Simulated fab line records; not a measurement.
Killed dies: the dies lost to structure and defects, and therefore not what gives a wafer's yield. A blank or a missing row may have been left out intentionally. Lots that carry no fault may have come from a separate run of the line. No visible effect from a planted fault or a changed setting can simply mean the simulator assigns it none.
What tool caused it? | flow sky130 | 36 wafers from 12 lots sampled at 5 of the route's 708 steps

== WHAT THE GAUGES READ, wafer by wafer ==
SKY_METAL2_OVL_MEAS_16.
lot  | measured     | on         | METAL2_OVL (nm)
L137 | day 37 14:04 | overlay-01 | 11 4 10
L138 | day 37 20:38 | overlay-01 | 13 11 10
L139 | day 38 03:21 | overlay-01 | -6 -9 -4
L140 | day 38 08:38 | overlay-02 | 0 -1 2
L142 | day 38 13:29 | overlay-01 | 6 11 4
L141 | day 38 13:50 | overlay-02 | 0 12 3
L145 | day 39 08:39 | overlay-02 | 9 9 13
L147 | day 39 20:35 | overlay-02 | 15 10 9
L149 | day 40 05:18 | overlay-02 | 7 7 10
L153 | day 41 14:25 | overlay-01 | 11 11 19
L154 | day 41 17:44 | overlay-02 | 9 -1 -4
L155 | day 42 00:31 | overlay-02 | 7 2 6

SKY_VIA2_OVL_MEAS_13.
lot  | measured     | on         | VIA2_OVL (nm)
L137 | day 38 17:19 | overlay-02 | 4 -4 -6
L138 | day 38 23:58 | overlay-01 | -9 -2 -3
L139 | day 39 06:01 | overlay-01 | -12 -16 -9
L140 | day 39 10:48 | overlay-01 | -6 -7 -5
L142 | day 39 15:39 | overlay-01 | 0 1 -1
L141 | day 39 16:00 | overlay-02 | 3 -4 -1
L145 | day 40 10:19 | overlay-02 | 4 5 7
L147 | day 40 21:49 | overlay-02 | -3 -6 -13
L149 | day 41 07:11 | overlay-02 | 4 -1 4
L153 | day 42 15:23 | overlay-01 | -2 -1 -1
L154 | day 42 18:01 | overlay-02 | -5 0 -1
L155 | day 43 01:08 | overlay-01 | -1 -2 -5

SKY_CAPM_THK_MEAS_01.
lot  | measured     | on            | CAPM_CVD_00_THK (nm)
L137 | day 38 18:55 | film metro-03 | 15.29 15.43 15.36
L138 | day 39 01:43 | film metro-02 | 15.17 15.15 15.39
L139 | day 39 08:05 | film metro-04 | 15.52 15.66 15.77
L140 | day 39 12:47 | film metro-03 | 15.37 15.46 15.30
L142 | day 39 17:16 | film metro-03 | 15.26 15.63 15.53
L141 | day 39 18:10 | film metro-02 | 15.22 15.33 15.32
L145 | day 40 11:55 | film metro-04 | 15.30 13.57 15.54
L147 | day 40 23:24 | film metro-03 | 15.37 15.74 13.96
L149 | day 41 08:47 | film metro-03 | 13.60 15.52 15.67
L153 | day 42 17:01 | film metro-02 | 15.32 15.07 15.60
L154 | day 42 20:03 | film metro-03 | 15.14 15.58 15.28
L155 | day 43 02:43 | film metro-02 | 15.17 15.23 15.10

SKY_CAPM_OVL_MEAS_12.
lot  | measured     | on         | CAPM_OVL (nm)
L137 | day 39 19:15 | overlay-02 | 1.7 -1.2 -0.1
L138 | day 40 02:50 | overlay-01 | -1.1 -0.4 -1.1
L139 | day 40 08:45 | overlay-02 | 0.7 0.9 0.5
L140 | day 40 12:37 | overlay-02 | -2.7 -0.7 0.2
L142 | day 40 17:47 | overlay-02 | -0.6 1.1 -0.5
L141 | day 40 18:23 | overlay-02 | 1.3 1.3 -0.5
L145 | day 41 11:28 | overlay-02 | 0.5 0.3 3.1
L147 | day 41 23:42 | overlay-02 | -1.9 -1.2 -1.7
L149 | day 42 09:18 | overlay-01 | 0.5 0.5 -0.2
L153 | day 43 15:55 | overlay-02 | 2.3 -0.1 -0.3
L154 | day 43 18:04 | overlay-01 | 0.5 1.7 -1.0
L155 | day 44 00:12 | overlay-01 | -0.4 -2.6 -0.7

== WHAT TOOL EACH LOT RAN ON (gives the tool, then ch and the chambers of the sampled wafers, and finally the start) ==
lot  | SKY_CAPM_CVD_00
L137 | pecvd-01 ch 0,1, day 38 18:53
L138 | pecvd-01 ch 0,1, day 39 01:42
L139 | pecvd-02 ch 0,1, day 39 08:04
L140 | pecvd-02 ch 0,1, day 39 12:45
L142 | pecvd-03 ch 0,2, day 39 17:13
L141 | pecvd-01 ch 0,1, day 39 18:07
L145 | pecvd-01 ch 0,1, day 40 11:52
L147 | pecvd-01 ch 0,1,2, day 40 23:23
L149 | pecvd-01 ch 0,1, day 41 08:45
L153 | pecvd-03 ch 0,2, day 42 17:00
L154 | pecvd-02 ch 0,2, day 42 20:02
L155 | pecvd-02 ch 0,1,2, day 43 02:41
- SKY_CAPM_CVD_00: deposits SiO2, target thk 15.5 nm.

== AS READ BY THE TOOLS THEMSELVES (means over the sampled wafers that have a number; for cases with no such wafer, the mark the record gives instead) ==
SKY_CAPM_CVD_00.
lot  | tool     | heater power w (W)
L137 | pecvd-01 | 826
L138 | pecvd-01 | 730
L139 | pecvd-02 | 681
L140 | pecvd-02 | 688
L142 | pecvd-03 | 695
L141 | pecvd-01 | 881
L145 | pecvd-01 | 836
L147 | pecvd-01 | 830
L149 | pecvd-01 | 824
L153 | pecvd-03 | 774
L154 | pecvd-02 | 624
L155 | pecvd-02 | 617

== THE ANSWER, worked out from the rows above alone ==
Rule: the usual values come from the lots themselves. The widest of any qualifying gaps counts: lots, ordered by their means at a reading, are off when they make up no more than a third of the lots, leave a main group of 4 or more, and stand apart from it by 3 or more times the standard deviation of that group's means. Not used: any main group whose means are identical at the precision the tables above print for the reading. A lot without any number at a reading at which 4 lots or more have one is off too. All remaining lots with rows at the step are treated as sound. The gauges are gone through in route order, then the tools' own readings, and for those a lot's mean is taken as printed above. At the first step where some lot is off, the reading lying furthest off is the one used; lots without a number count as furthest.
No lot is off at any reading shown: from this, nothing can be told.

== WHAT THE SIMULATOR HAD PUT IN ==
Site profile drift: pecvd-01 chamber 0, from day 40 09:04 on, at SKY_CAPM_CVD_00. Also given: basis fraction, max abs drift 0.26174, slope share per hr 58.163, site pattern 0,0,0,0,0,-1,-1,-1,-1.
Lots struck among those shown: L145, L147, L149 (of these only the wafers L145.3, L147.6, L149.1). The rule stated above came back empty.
